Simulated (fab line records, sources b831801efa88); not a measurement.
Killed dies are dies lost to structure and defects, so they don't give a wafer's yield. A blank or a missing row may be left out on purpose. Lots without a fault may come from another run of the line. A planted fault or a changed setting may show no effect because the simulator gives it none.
Chamber matching | flow gf180mcu | GF_HV_LDD_ETCHBACK_58 on rie_diel-04: 4 sister chambers
The step etches Si3N4 in CH3F/O2, stops on SiO2, time 100 s, target depth 90 nm. 8 wafers are shown with their chamber, then 7 later ones without.

WAFERS WITH THEIR CHAMBER
wafer  | chamber | throttle_valve_pct (%) | oes_product_au (a.u.)
L646.2 | 0       | 10.546                 | 0.840
L648.1 | 3       | 10.541                 | 0.840
L648.3 | 1       | 10.543                 | 0.836
L655.1 | 2       | 10.563                 | 0.837
L655.3 | 1       | 10.570                 | 0.846
L655.4 | 0       | 10.544                 | 0.844
L656.3 | 3       | 10.557                 | 0.840
L656.4 | 2       | 10.558                 | 0.842

WAFERS WITHOUT THEIR CHAMBER
wafer  | throttle_valve_pct (%) | oes_product_au (a.u.)
L656.6 | 10.563                 | 0.839
L664.1 | 10.540                 | 0.842
L664.2 | 10.554                 | 0.841
L664.6 | 10.571                 | 0.846
L665.1 | 10.553                 | 0.828
L665.5 | 10.578                 | 0.835
L665.6 | 10.561                 | 0.838

WHICH CHAMBER EACH WENT THROUGH
wafer  | from the rows above               | in truth
L656.6 | can't be placed: 2 or 1 or 3 or 0 | 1
L664.1 | can't be placed: 0 or 3 or 1 or 2 | 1
L664.2 | can't be placed: 1 or 3 or 2 or 0 | 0
L664.6 | can't be placed: 1 or 2 or 3 or 0 | 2
L665.1 | can't be placed: 2 or 3 or 1 or 0 | 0
L665.5 | can't be placed: 2 or 1 or 3 or 0 | 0
L665.6 | can't be placed: 2 or 1 or 3 or 0 | 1
Placed correctly: 0 of 7. Can't be placed from these rows: 7 (the true chamber is among the candidates in 7). Placed wrongly: 0.
How it was worked out, from the rows above alone: a wafer's distance from a chamber is the root of the sum, over the readings, of the square of ((its reading less the chamber's mean) divided by the reading's scatter). The wafer belongs to the nearest chamber; if the next one is less than 2 further off, it can't be placed. A chamber's mean is the mean of its shown wafers. The scatter: the root of (the sum of the squares of (reading less its chamber's mean) over the shown wafers, divided by (wafers less chambers)).
